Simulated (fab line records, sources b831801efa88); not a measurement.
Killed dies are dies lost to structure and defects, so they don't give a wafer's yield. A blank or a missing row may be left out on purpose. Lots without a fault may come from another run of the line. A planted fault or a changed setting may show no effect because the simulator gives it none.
fab line records | flow sky130
record lots=12 wafers=35 last_day=50
route steps=708 shown METAL1@437 VIA1@458 PAD_OPEN@708
lots that met no fault: from a run of the same line without faults
start_h: hours from the record's first day to the start of the lot's first wafer shown | wait_h: hours since the lot's step before | " the same as in the row above | L1.1+2: a row that stands for several wafers | - no value, or no start given | * or withheld: withheld | < > ~ a bound
route shown NAME@n: a module of which the file shows steps, and the number in the route of the first | usual: mean/standard deviation of fault-free wafers | same: alike in all rows | chamber/n: place in a boat | sites: the reading at each site | _std_site: their standard deviation | _edge_site: outer sites' mean less inner sites' | radius_mm: how far each site lies from the wafer's centre | mask NAME#n: copy n | behind: the tool/chamber that last shaped the wafer | hold: why the lot was held/for how many hours/how that ended | device: the transistor (n, p or np) that didn't switch | end of line: the same wafers' tests at the end of the route | a step without rows: its recipe alone | killed: dies lost to structure and defects at the first sort, not the wafer's yield | map: a wafer's dies, x killed, . not, _ none there
set.NAME: the setting as run; set.NAME@STEP: as run at that earlier step | model.NAME: the simulator's own value behind a step, which no gauge read
steps of the route over a sample of lots; a table a step, a row a wafer
services: from which hour (start_h, from the record's first day; less than 0 if before it) a tool's chamber was out of use, for how many hours, and why
## steps
# step SKY_METAL1_SPUTTER_03
# recipe material=Ti target_thk_nm=5 power_w=3000 time_s=3.3 chamber_pressure_pa=0.4
# usual throttle_valve_pct=29.9/0.97
# columns lot.wafer tool chamber start_h wait_h throttle_valve_pct
L110.3 pvd_sputter-03 - 739.04 0.0 29.8
L110.4 " - " " 29.8
L110.5 " - " " 29.8
L111.3 pvd_sputter-04 - 756.48 0.0 31.2
L111.4 " - " " 28.4
L111.6 " - " " 28.7
L115.1 pvd_sputter-04 - 787.45 0.0 28.4
L115.2 " - " " 30.9
L115.3 " - " " 30.6
L116.1 pvd_sputter-01 - 795.24 0.0 30.0
L116.2 " - " " 31.6
L124.1 pvd_sputter-03 - 853.29 0.0 29.6
L124.3 " - " " 29.4
L124.6 " - " " 29.5
L123.1 pvd_sputter-04 - 853.99 0.0 30.7
L123.3 " - " " 28.6
L123.4 " - " " 31.3
L125.1 pvd_sputter-04 - 860.18 0.0 30.6
L125.3 " - " " 28.5
L125.4 " - " " 30.6
L126.1 pvd_sputter-03 - 870.64 0.0 29.6
L126.2 " - " " 30.0
L126.5 " - " " 30.1
L127.1 pvd_sputter-03 - 880.44 0.0 29.6
L127.3 " - " " 30.1
L127.5 " - " " 29.8
L128.2 pvd_sputter-03 - 884.57 0.0 29.8
L128.3 " - " " 29.9
L128.5 " - " " 29.4
L130.4 pvd_sputter-03 - 899.99 0.0 29.9
L130.5 " - " " 30.0
L130.6 " - " " 29.2
L131.2 pvd_sputter-04 - 907.02 0.0 28.8
L131.4 " - " " 30.8
L131.6 " - " " 30.6
# step SKY_METAL1_DESCUM_17
# recipe chemistry=O2 source_power_w=150 bias_power_w=0 pressure_mtorr=10 temp_c=40 time_s=8
# usual chamber_pressure_mTorr=10.001/0.0084 drypump_motor_current_A=5.68/0.25 oes_product_au=1.001/0.008 rf_fwd_power_W=147.5/0.94
# columns lot.wafer tool chamber start_h wait_h chamber_pressure_mTorr drypump_motor_current_A oes_product_au rf_fwd_power_W rf_hours_counter_h
L110.3 rie_metal-02 0 766.55 0.0 10.003 5.21 0.999 147.0 -
L110.4 " 1 " " 10.003 5.76 0.980 146.2 -
L110.5 " 0 " " 10.004 5.23 0.997 148.2 -
L111.3 rie_metal-01 0 783.52 0.0 10.012 5.94 0.998 147.7 -
L111.4 " 1 " " 10.008 5.58 0.993 146.9 -
L111.6 " 1 " " 10.002 5.57 0.988 146.8 -
L115.1 rie_metal-01 0 814.54 0.0 10.006 5.89 0.996 148.2 2
L115.2 " 1 " " 9.997 5.54 0.998 146.3 14
L115.3 " 0 " " 10.008 5.88 0.995 147.2 -
L116.1 rie_metal-03 1 821.69 0.0 10.015 5.80 1.013 148.1 12
L116.2 " 0 " " 9.996 5.82 1.016 148.5 15
L124.1 rie_metal-03 1 879.84 0.0 10.014 5.78 1.012 148.5 14
L124.3 " 1 " " 9.999 5.80 1.000 148.3 -
L124.6 " 1 " " 10.017 5.78 0.994 148.2 -
L123.1 rie_metal-01 0 880.59 0.0 9.994 5.93 1.006 148.7 4
L123.3 " 0 " " 9.989 5.92 0.984 148.2 -
L123.4 " 1 " " 10.014 5.55 1.020 146.4 -
L125.1 rie_metal-01 1 886.24 0.0 9.991 5.57 1.001 146.3 17
L125.3 " 1 " " 10.016 5.56 1.003 146.0 -
L125.4 " 0 " " 10.011 5.87 1.007 147.8 -
L126.1 rie_metal-03 1 895.65 0.0 9.985 5.79 1.000 147.6 16
L126.2 " 1 " " 9.998 5.79 1.010 147.3 -
L126.5 " 1 " " 10.002 5.78 0.999 147.1 -
L127.1 rie_metal-02 1 906.16 0.0 9.994 5.77 0.990 145.5 18
L127.3 " 0 " " 10.001 5.20 1.000 147.2 -
L127.5 " 1 " " 9.991 5.77 0.992 146.2 -
L128.2 rie_metal-03 1 909.89 0.0 10.003 5.76 1.003 148.7 17
L128.3 " 1 " " 10.000 5.78 1.006 148.6 -
L128.5 " 0 " " 9.992 5.83 1.003 148.7 -
L130.4 rie_metal-03 0 925.01 0.0 9.997 5.83 1.000 148.0 -
L130.5 " 0 " " 9.989 5.82 1.002 148.7 -
L130.6 " 1 " " 9.984 5.77 1.004 148.3 -
L131.2 rie_metal-02 0 932.00 0.0 10.009 5.16 1.001 147.9 -
L131.4 " 0 " " 10.003 5.16 1.017 147.7 -
L131.6 " 0 " " 9.993 5.17 1.005 147.8 -
# step SKY_VIA1_HDPCVD_00
# recipe material=SiO2 target_thk_nm=1030 sigma_open_frac=0.3 time_s=171.7 temp_c=400 sih4_flow_sccm=60 pressure_mtorr=6
# columns lot.wafer tool chamber start_h wait_h
L110.3+4+5 hdpcvd-01 2,1,0 767.36 0.0
L111.3+4+6 hdpcvd-01 2,1,2 784.29 0.0
L115.1+2+3 hdpcvd-02 1,2,0 815.32 0.0
L116.1+2 hdpcvd-02 2,0 822.48 0.0
L124.1+3+6 hdpcvd-02 2,1,0 881.30 0.0
L123.1+3+4 hdpcvd-01 1,2,2 881.38 0.0
L125.1+3+4 hdpcvd-02 2,0,0 887.43 0.0
L126.1+2+5 hdpcvd-02 0,1,1 896.61 0.0
L127.1+3+5 hdpcvd-02 1,0,0 906.97 0.0
L128.2+3+5 hdpcvd-01 1,0,0 910.71 0.0
L130.4+5+6 hdpcvd-02 2,0,1 925.87 0.1
L131.2+4+6 hdpcvd-02 1,1,0 932.99 0.0
# step SKY_VIA1_THK_MEAS_01
# recipe reads=SiO2_of_VIA1_HDPCVD_00
# usual VIA1_HDPCVD_THK=1034/8.9
# columns lot.wafer tool chamber start_h wait_h VIA1_HDPCVD_THK[nm]
L110.3 film_metro-03 - 767.49 0.1 1024
L110.4 " - " " 1021
L110.5 " - " " 1012
L111.3 film_metro-04 - 784.42 0.1 1027
L111.4 " - " " 1018
L111.6 " - " " 1020
L115.1 film_metro-02 - 815.43 0.1 1037
L115.2 " - " " 1450
L115.3 " - " " 1448
L116.1 film_metro-03 - 822.59 0.1 1029
L116.2 " - " " 1447
L124.1 film_metro-03 - 881.41 0.1 1034
L124.3 " - " " 1033
L124.6 " - " " 1031
L123.1 film_metro-04 - 881.49 0.1 1040
L123.3 " - " " 1040
L123.4 " - " " 1038
L125.1 film_metro-04 - 887.54 0.1 1021
L125.3 " - " " 1028
L125.4 " - " " 1038
L126.1 film_metro-03 - 896.72 0.1 1036
L126.2 " - " " 1048
L126.5 " - " " 1049
L127.1 film_metro-04 - 907.08 0.1 1034
L127.3 " - " " 1041
L127.5 " - " " 1026
L128.2 film_metro-02 - 910.83 0.1 1040
L128.3 " - " " 1037
L128.5 " - " " 1035
L130.4 film_metro-02 - 925.95 0.0 1047
L130.5 " - " " 1044
L130.6 " - " " 1043
L131.2 film_metro-03 - 933.11 0.1 1044
L131.4 " - " " 1025
L131.6 " - " " 1037
# step SKY_VIA1_CD_MEAS_12
# recipe target_cd_nm=150
# usual cd_nm=150.4/1.8
# columns lot.wafer tool chamber start_h wait_h cd_nm
L110.3 cd_sem-02 - 794.03 - 149.5
L110.4 " - " " 151.5
L110.5 " - " " 150.4
L111.3 cd_sem-02 - 810.78 - 148.3
L111.4 " - " " 147.6
L111.6 " - " " 149.2
L115.1 cd_sem-01 - 841.59 - 148.5
L115.2 " - " " 148.8
L115.3 " - " " 148.6
L116.1 cd_sem-01 - 849.09 - 153.3
L116.2 " - " " 150.9
L124.1 cd_sem-02 - 907.53 - 150.1
L124.3 " - " " 150.6
L124.6 " - " " 149.9
L123.1 cd_sem-01 - 907.80 - 149.9
L123.3 " - " " 148.8
L123.4 " - " " 148.7
L125.1 cd_sem-01 - 913.15 - 149.2
L125.3 " - " " 148.9
L125.4 " - " " 149.4
L126.1 cd_sem-02 - 922.65 - 150.4
L126.2 " - " " 151.9
L126.5 " - " " 151.4
L127.1 cd_sem-02 - 931.89 - 151.4
L127.3 " - " " 150.6
L127.5 " - " " 150.8
L128.2 cd_sem-01 - 936.31 - 150.3
L128.3 " - " " 149.2
L128.5 " - " " 149.4
L130.4 cd_sem-01 - 950.60 - 154.6
L130.5 " - " " 153.0
L130.6 " - " " 152.8
L131.2 cd_sem-02 - 957.66 - 150.5
L131.4 " - " " 149.7
L131.6 " - " " 150.0
# step SKY_PAD_OPEN_PROBE_99
# usual defect_limited_yield=82.4/1.9 killed_at_M0_to_M3=44/7 killed_at_M4_up=3.2/1.8 killed_at_contacts=24/5.1 killed_at_front_end=15/4.3 killed_at_other=0.3/0.5 killed_dies=86/9.6 killed_on_rim=17/4.1 killed_open=48/7.1 killed_short=38/6.7 sort_bin_3_pad_short=0.9/0.44 sort_bin_5_function=10.3/1.5 sort_bin_6_memory=6.4/1.1 sort_n_pass=406/9.6 sort_yield_pct=82.4/1.9
# same gross_dies=492 killed_at_back_side=0 sort_bin_4_leakage[%]=0 sort_bin_8_speed[%]=0
# columns lot.wafer tool chamber start_h wait_h defect_limited_yield[%] killed_at_M0_to_M3 killed_at_M4_up killed_at_contacts killed_at_front_end killed_at_other killed_dies killed_on_rim killed_open killed_short sort_bin_3_pad_short[%] sort_bin_5_function[%] sort_bin_6_memory[%] sort_n_pass sort_yield_pct[%]
L111.3 prober-01 - 1091.84 0.2 85.4 41 2 21 8 0 72 8 32 40 0.8 8.3 5.5 420 85.4
L111.4 prober-01 - 1091.89 0.2 84.6 45 0 24 7 0 76 11 35 41 1.4 8.9 5.1 416 84.6
L111.6 prober-01 - 1091.99 0.2 82.9 58 2 17 6 1 84 13 58 26 0.4 10.8 5.9 408 82.9
L116.1 prober-02 - 1121.16 0.1 82.9 39 3 18 24 0 84 12 43 41 1.2 9.8 6.1 408 82.9
L116.2 prober-02 - 1121.21 0.1 81.5 42 1 29 19 0 91 20 53 38 1.8 8.9 7.7 401 81.5
L124.1 prober-01 - 1162.76 0.1 83.1 42 2 30 9 0 83 13 42 41 1.4 10.8 4.7 409 83.1
L124.3 prober-01 - 1162.86 0.2 81.7 46 5 26 13 0 90 14 52 37 0.4 11.0 6.9 402 81.7
L124.6 prober-01 - 1163.01 0.2 83.9 32 3 30 13 1 79 19 41 37 0.2 10.0 5.9 413 83.9
L125.1 prober-01 - 1166.56 0.1 84.3 42 1 21 13 0 77 15 38 39 1.4 7.1 7.1 415 84.3
L125.3 prober-01 - 1166.66 0.2 83.1 48 2 16 17 0 83 19 43 39 0.8 9.3 6.7 409 83.1
L125.4 prober-01 - 1166.71 0.2 85.8 36 2 21 11 0 70 9 46 24 0.6 9.1 4.5 422 85.8
L127.1 prober-01 - 1182.27 0.1 83.5 47 4 12 18 0 81 17 52 28 0 9.8 6.7 411 83.5
L127.3 prober-01 - 1182.37 0.2 81.3 56 2 20 13 1 92 25 52 38 0.6 10.6 7.5 400 81.3
L127.5 prober-01 - 1182.47 0.2 81.3 49 2 25 15 1 92 23 55 35 0.6 12.0 6.1 400 81.3
L131.2 prober-01 - 1199.32 0.1 83.1 43 0 31 9 0 83 22 45 38 0.8 8.9 7.1 409 83.1
L131.4 prober-01 - 1199.42 0.2 82.9 46 3 25 10 0 84 17 47 37 1.4 10.6 5.1 408 82.9
L131.6 prober-01 - 1199.52 0.2 79.9 44 9 34 12 0 99 23 60 39 0.8 12.4 6.9 393 79.9
# killed by level:class
L111.3 VIA1:geometric_particle:open=9 VIA2:geometric_particle:open=7 CONTACT:geometric_particle:short=6 CONTACT:geometric_particle:open=6 METAL1:geometric_particle:short=6 LI_CONTACT:geometric_particle:short=4 VIA1:geometric_particle:short=4 VIA2:geometric_particle:short=4
L111.4 VIA1:geometric_particle:open=9 METAL1:geometric_particle:short=8 CONTACT:geometric_particle:open=7 METAL2:geometric_particle:short=7 LI_CONTACT:geometric_particle:open=7 VIA1:geometric_particle:short=6 LOCAL_INTERCONNECT:geometric_particle:short=5 VIA3:geometric_particle:open=5
L111.6 VIA1:geometric_particle:open=21 VIA3:geometric_particle:open=9 LI_CONTACT:geometric_particle:open=8 VIA2:geometric_particle:open=6 METAL1:geometric_particle:short=5 CONTACT:geometric_particle:open=4 VIA1:geometric_particle:short=4 LOCAL_INTERCONNECT:geometric_particle:short=3
L116.1 VIA1:geometric_particle:open=9 CONTACT:geometric_particle:open=8 FIELD_ISO:geometric_particle:short=5 FIELD_ISO:geometric_particle:open=5 POLY_GATE:geometric_particle:open=5 LOCAL_INTERCONNECT:geometric_particle:short=5 VIA3:geometric_particle:open=5 METAL1:geometric_particle:short=5
L116.2 VIA1:geometric_particle:open=12 LI_CONTACT:geometric_particle:open=10 VIA1:geometric_particle:short=9 CONTACT:geometric_particle:open=9 VIA2:geometric_particle:open=5 FIELD_ISO:geometric_particle:short=4 POLY_GATE:geometric_particle:open=4 LOCAL_INTERCONNECT:geometric_particle:short=4
L124.1 LI_CONTACT:geometric_particle:open=10 LOCAL_INTERCONNECT:geometric_particle:short=6 CONTACT:geometric_particle:short=6 CONTACT:geometric_particle:open=6 METAL1:geometric_particle:short=6 VIA1:geometric_particle:open=5 METAL2:geometric_particle:short=5 VIA2:geometric_particle:open=5
L124.3 CONTACT:geometric_particle:open=13 VIA1:geometric_particle:open=10 VIA3:geometric_particle:open=9 CONTACT:geometric_particle:short=6 METAL1:geometric_particle:short=4 METAL2:geometric_particle:short=4 VIA2:geometric_particle:open=4 METAL3:geometric_particle:short=4
L124.6 LI_CONTACT:geometric_particle:open=12 VIA1:geometric_particle:open=9 CONTACT:geometric_particle:open=8 METAL2:geometric_particle:short=8 VIA1:geometric_particle:short=7 LI_CONTACT:geometric_particle:short=5 POLY_GATE:geometric_particle:short=4 LOCAL_INTERCONNECT:geometric_particle:short=4
L125.1 VIA1:geometric_particle:open=10 LI_CONTACT:geometric_particle:open=8 VIA1:geometric_particle:short=7 CONTACT:geometric_particle:open=6 METAL1:geometric_particle:short=6 VIA2:geometric_particle:open=6 FIELD_ISO:geometric_particle:short=4 CONTACT:geometric_particle:short=4
L125.3 VIA2:geometric_particle:open=10 VIA3:geometric_particle:open=7 CONTACT:geometric_particle:open=6 VIA1:geometric_particle:open=6 POLY_GATE:geometric_particle:short=5 CONTACT:geometric_particle:short=5 METAL1:geometric_particle:short=5 VIA1:geometric_particle:short=5
L125.4 CONTACT:geometric_particle:open=9 VIA2:geometric_particle:open=9 VIA1:geometric_particle:open=9 LI_CONTACT:geometric_particle:open=8 METAL1:geometric_particle:short=5 VIA3:geometric_particle:open=4 POLY_GATE:geometric_particle:open=3 SONOS_ONO:geometric_particle:short=2
L127.1 VIA1:geometric_particle:open=13 VIA3:geometric_particle:open=9 VIA2:geometric_particle:open=7 POLY_GATE:geometric_particle:short=5 LI_CONTACT:geometric_particle:open=5 VIA1:geometric_particle:short=5 POLY_GATE:geometric_particle:open=4 METAL2:geometric_particle:short=4
L127.3 VIA3:geometric_particle:open=11 METAL1:geometric_particle:short=10 VIA1:geometric_particle:open=10 VIA1:geometric_particle:short=8 VIA2:geometric_particle:open=7 CONTACT:geometric_particle:open=6 LI_CONTACT:geometric_particle:short=4 LI_CONTACT:geometric_particle:open=4
L127.5 VIA1:geometric_particle:open=16 CONTACT:geometric_particle:open=11 LI_CONTACT:geometric_particle:open=6 VIA3:geometric_particle:open=6 CONTACT:geometric_particle:short=5 METAL2:geometric_particle:short=5 METAL2:geometric_particle:open=4 VIA2:geometric_particle:open=4
L131.2 CONTACT:geometric_particle:open=11 VIA1:geometric_particle:open=8 VIA2:geometric_particle:open=8 VIA3:geometric_particle:open=6 FIELD_ISO:geometric_particle:short=5 LI_CONTACT:geometric_particle:open=5 LOCAL_INTERCONNECT:geometric_particle:short=5 METAL1:geometric_particle:short=5
L131.4 CONTACT:geometric_particle:open=11 VIA3:geometric_particle:open=9 VIA1:geometric_particle:open=8 METAL2:geometric_particle:short=8 VIA2:geometric_particle:open=8 LI_CONTACT:geometric_particle:open=5 VIA3:geometric_particle:short=4 LOCAL_INTERCONNECT:geometric_particle:short=4
L131.6 VIA3:geometric_particle:open=12 CONTACT:geometric_particle:open=11 LI_CONTACT:geometric_particle:open=8 METAL2:geometric_particle:short=6 LOCAL_INTERCONNECT:geometric_particle:short=6 METAL1:geometric_particle:short=5 VIA1:geometric_particle:open=5 FIELD_ISO:geometric_particle:open=4
## services
# columns tool chamber start_h hours kind
rie_metal-02 0 722.18 38.8 repair
rie_metal-01 0 725.32 - clean
rie_metal-01 0 725.32 29.6 scheduled_down
rie_metal-01 0 725.32 29.6 vent_cycle
hdpcvd-02 0 787.72 21.1 repair
pvd_sputter-03 - 799.00 24.2 repair
rie_metal-02 - 802.57 5.0 repair
pvd_sputter-04 1 809.19 - consumable_replace:kit
pvd_sputter-04 1 809.19 18.0 scheduled_down
pvd_sputter-04 1 809.19 18.0 vent_cycle
pvd_sputter-04 - 810.55 0.9 repair
pvd_sputter-03 0 826.13 - consumable_replace:kit
pvd_sputter-03 0 826.13 18.0 scheduled_down
pvd_sputter-03 0 826.13 18.0 vent_cycle
hdpcvd-01 - 828.69 2.8 pm
hdpcvd-02 1 849.22 19.8 repair
hdpcvd-01 - 855.02 2.8 repair
rie_metal-02 - 872.29 2.7 repair
rie_metal-03 0 878.02 - clean
rie_metal-03 0 878.02 22.2 scheduled_down
rie_metal-03 0 878.02 22.2 vent_cycle
hdpcvd-02 - 881.68 1.6 repair
rie_metal-01 - 888.76 1.3 repair
hdpcvd-01 - 908.22 1.1 repair
## key
first_sign step=SKY_VIA1_THK_MEAS_01 reading=VIA1_HDPCVD_THK direction=up sigmas=46 usual=1034 struck=1448
effect none on later readings
met_at SKY_VIA1_HDPCVD_00
struck_lots L115,L116
struck_wafers L115.2,L115.3,L116.2
not_acting_at SKY_METAL1_SPUTTER_03,SKY_METAL1_DESCUM_17,SKY_VIA1_CD_MEAS_12
fault kind=process_parameter_drift tool=hdpcvd-02 chamber=- onset_h=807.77 steps=SKY_VIA1_HDPCVD_00 channel=target_thk_nm offset=416.47 shape=step end_h=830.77 scope=struck_wafers_only acts_in=these_recipes_only stated=1030
